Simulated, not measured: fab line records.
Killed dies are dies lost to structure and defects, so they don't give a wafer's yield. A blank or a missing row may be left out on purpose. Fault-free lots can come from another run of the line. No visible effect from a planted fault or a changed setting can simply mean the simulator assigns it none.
8D (eight disciplines) problem report, filled in by code -- flow sky130 -- the parts of the form that need people (team, actions taken, sign-off) are left out

== 1. WHAT WENT WRONG ==
On 2 wafers of 1 lot, killed_at_M4_up at SKY_PAD_OPEN_PROBE_99 has a mean of 24.0; fault-free wafers read 3.3, standard deviation 1.8. Relative to the usual mean, that is a shift of +12 standard deviations.
Seen first at day 49 15:19 on prober-01, wafer L624.4. The record has a number at this step for 15 wafers belonging to 5 lots. Rule for "out", or "out of limits": more than 4 standard deviations from the usual mean. The rest of the wafers with a number are treated as sound.

== 2. WHAT IT IS, AND WHAT IT ISN'T ==
question,is,is not
which readings at this step,"killed_at_M4_up, sort_bin_3_pad_short","defectLimitedYield, killed_at_M0_to_M3, killedAtContacts, killedAtFrontEnd, killedAtOther, killedDies, killedOpen, killedShort, sort_bin_5_function, sort_bin_6_memory, sortNPass, sortYieldPct"
which lots,L624,"L615, L616, L617, L629"
which wafers of those lots,"L624.4, L624.6",L624.3
read on which tools,prober-01,prober-02
when,from day 49 15:19,up to then (10 sound wafers); but 3 sound wafers of L629 came after

== 3. SUSPECTS, AND WHAT RULES EACH OUT ==
Counting: if a tool at a process step up to the reading ran every lot that is out, it stays a suspect. Sound lots after the first of them don't rule it out here, since some wafers of a struck lot are sound.
- cmp-02 at SKY_VIA4_CMP_02 (polishes SiO2): kept. It processed L624, the lot that is out, at day 46 03:48, and its most recent sound lot before then was L617 at day 45 04:02.
- rieDiel-01 at SKY_VIA4_ETCH_12 (etches SiO2 in C4F8/O2/Ar, stops on TiN, target depth 580 nm): kept. It processed L624, the lot that is out, at day 47 00:20, and its most recent sound lot before then was L616 at day 45 01:17.
- plasmaAsher-02 at SKY_VIA4_STRIP_13 (strips in O2/N2): kept. It processed L624, the lot that is out, at day 47 00:27, and its most recent sound lot before then was L617 at day 46 00:56.
- pvdSputter-04 at SKY_VIA4_SPUTTER_17 (material TiN, target thk 20 nm, time 80 s): kept. It ran the lot that is out, L624 (day 47 01:02).
- cvdW-02 at SKY_VIA4_CVD_18 (deposits W, target thk 505 nm, time 152.14 s): kept. It processed L624, the lot that is out, at day 47 01:09, and its most recent sound lot before then was L617 at day 46 02:02.
- pvdSputter-04 at SKY_METAL5_SPUTTER_04 (material TiN, target thk 70 nm, time 58.3 s): kept. It processed L624, the lot that is out, at day 47 01:58, and its most recent sound lot before then was L617 at day 46 02:44.
- prober-01 at SKY_PAD_OPEN_PROBE_99: kept. It processed L624, the lot that is out, at day 49 15:16, and its most recent sound lot before then was L616 at day 47 19:24. Its own readings are out on those wafers: killed_at_M4_up, sort_bin_3_pad_short.
- Within cmp-02 at SKY_VIA4_CMP_02: the wafers that are out ran in chambers 1, 3; their sound lot-mates ran in chamber 0.
- Within rieDiel-01 at SKY_VIA4_ETCH_12: the wafers that are out ran in chambers 1, 2; their sound lot-mates ran in chamber 3.
- Within plasmaAsher-02 at SKY_VIA4_STRIP_13: the wafers that are out ran in chamber 0; their sound lot-mates ran in chamber 1.
Left after counting: cmp-02 at SKY_VIA4_CMP_02, rieDiel-01 at SKY_VIA4_ETCH_12, plasmaAsher-02 at SKY_VIA4_STRIP_13, pvdSputter-04 at SKY_VIA4_SPUTTER_17, cvdW-02 at SKY_VIA4_CVD_18, pvdSputter-04 at SKY_METAL5_SPUTTER_04, prober-01 at SKY_PAD_OPEN_PROBE_99.

== 4. THE CAUSE (what the simulator had put in) ==
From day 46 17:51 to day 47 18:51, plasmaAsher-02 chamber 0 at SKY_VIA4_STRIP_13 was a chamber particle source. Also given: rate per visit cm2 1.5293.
After counting, 7 suspects remain, this tool included.

== 5. THE CHAIN OF EFFECTS, in route order ==
Rows list readings where the struck wafers' mean (over those with a number) sits beyond 3 standard deviations from the usual. Readings are gone through only where the record gives a usual standard deviation; hours: the median, over the lots, of the time from a lot's start at the first step in this table giving one to that lot's start at this step; sigmas: the change measured in usual standard deviations.
hours,step,reading,usual,on struck wafers,change,sigmas
0,SKY_PAD_OPEN_PROBE_99,killed_at_M4_up,3.3,24.0,+20.7,+12
0,SKY_PAD_OPEN_PROBE_99,sort_bin_3_pad_short,0.9 %,3.0,+2.1,+5.9
It contains these process steps:
- SKY_PAD_OPEN_PROBE_99

== 6. HOW IT WOULD HAVE BEEN CAUGHT EARLIER ==
First out-of-limits reading in this record: day 49 15:19, which is 69 hours after fault onset at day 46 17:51.
Tool readings at SKY_VIA4_STRIP_13 with a usual standard deviation given in the record: none out on any struck wafer, hence no alarm at a limit of 4 standard deviations on them.
By day 49 15:19 the whole set of lots that are out, 1 in number, had already begun SKY_VIA4_STRIP_13 on plasmaAsher-02. None of them would have been spared by holding the tool at that moment.
